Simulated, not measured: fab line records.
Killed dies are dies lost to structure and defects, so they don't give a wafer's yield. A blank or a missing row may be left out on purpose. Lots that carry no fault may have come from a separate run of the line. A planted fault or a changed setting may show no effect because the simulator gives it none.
A lot that was struck, set against a sound lot :: flow sky130 :: 17 out of 708 route steps
Sound: wafers L561.1, L561.3, L561.6. Wafers L562.1, L562.3, L562.4 were the ones struck. The cause comes at the end.
Each step with rows lists, per side, the tool, then ch with its chambers, then its first start. Under that, the readings that differ: sound wafers :: struck wafers :: difference of the means :: sigmas: that difference in standard deviations of wafers without a fault.
alike: words and numbers the same on both sides, and readings whose means are apart by under 2 such deviations; not compared: readings that were withheld, readings missing a value for some wafer, numbers with overlapping values and no deviation given by the record, and bounds like >300 which may hide the same value.
A row with sigmas, a row that says differs or no value, or rows on one side alone: a step with any of these is where the two part. Numbers that don't overlap but have no deviation are shown without sigmas and don't part them. Lack of a reading on every wafer of one side parts them only where that side has two or more wafers.

SKY_LDD_HVN_OVL_MEAS_07:
  struck on overlay-01, day 23 14:10; sound on overlay-02, day 23 08:24
  alike: LDD_HVN_OVL
then, 1 step without rows for these wafers: SKY_LDD_HVN_IMPLANT_08.
SKY_LDD_HVN_STRIP_09: strips in O2/N2.
  sound on plasma_asher-04 ch 0,1, day 23 08:35; struck on plasma_asher-04 ch 0,1, day 23 14:21
  alike: drypump_motor_current_A, n2_flow_sccm, oes_product_au, strip_time_to_endpoint_s
  not compared: rf_hours_counter_h
SKY_LDD_HVN_TW_MEAS_10:
  struck on film_metro-02, day 23 14:27; sound on film_metro-03, day 23 08:41
  alike: LDD_HVN_TW
then, 7 steps without rows for these wafers: SKY_LDD_HVP_DEHYDRATE_00 (time 60 s); SKY_LDD_HVP_HMDS_01 (prime time 60 s); SKY_LDD_HVP_COAT_02 (resist thk 300 nm); SKY_LDD_HVP_SOFTBAKE_03 (time 60 s); SKY_LDD_HVP_EXPOSE_04 (exposes mask HVPTM, target cd 700 nm); SKY_LDD_HVP_PEB_05; SKY_LDD_HVP_DEVELOP_06 (develop time 60 s).
SKY_LDD_HVP_OVL_MEAS_07:
  struck on overlay-02, day 24 19:28; sound on overlay-02, day 24 14:24
  alike: LDD_HVP_OVL
SKY_LDD_HVP_IMPLANT_08:
  sound on implanter-02 ch 0, day 24 14:26; struck on implanter-04 ch 0, day 24 19:30
reading: dose_ions_cm2
sound: 1.7034e+13 1.7011e+13 1.7024e+13
struck: 1.5374e+13 1.5384e+13 1.5392e+13
difference: -1.6397e+12
sigmas: -91

reading: faraday_current_uA
sound: 94.9 97.2 93.6
struck: 86.3 86.9 86.2
difference: -8.8
sigmas: -5
SKY_LDD_HVP_STRIP_09: strips in O2/N2.
  sound on plasma_asher-03 ch 0,1, day 24 14:35; struck on plasma_asher-04 ch 0,1, day 24 19:39
  alike: drypump_motor_current_A, n2_flow_sccm, oes_product_au, strip_time_to_endpoint_s
  not compared: rf_hours_counter_h
SKY_LDD_HVP_TW_MEAS_10:
  struck on film_metro-04, day 24 19:45; sound on film_metro-03, day 24 14:41
  alike: LDD_HVP_TW
then, 1 step without rows for these wafers: SKY_LDD_LDN_DEHYDRATE_00 (time 60 s).
-- a jump in the record: the struck wafers' starts before and after are 24 days apart (it breaks off in module LDD_LDN and resumes in module PAD_OPEN, where the first step shown is number 708 of the route) --
SKY_PAD_OPEN_PROBE_99:
  struck on prober-02, day 48 10:00; sound on prober-02, day 48 07:31
reading: model.etest.tip_p_5v.rs_ohm_sq
sound: 2874 2870 2829
struck: 3073 3102 3103
difference: +235
sigmas: 
  alike: killed_at_M0_to_M3, killed_at_M4_up, killed_at_contacts, killed_at_front_end, killed_at_other, killed_dies, killed_open, killed_short

== WHERE THEY PART ==
Only at SKY_LDD_HVP_IMPLANT_08, within this record. Later steps at which nothing parts them and some readings are alike: SKY_LDD_HVP_STRIP_09, SKY_LDD_HVP_TW_MEAS_10, SKY_PAD_OPEN_PROBE_99.

WHY: whatever the simulator had introduced
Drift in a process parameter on implanter-04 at SKY_LDD_HVP_IMPLANT_08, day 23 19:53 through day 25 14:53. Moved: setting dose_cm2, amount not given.
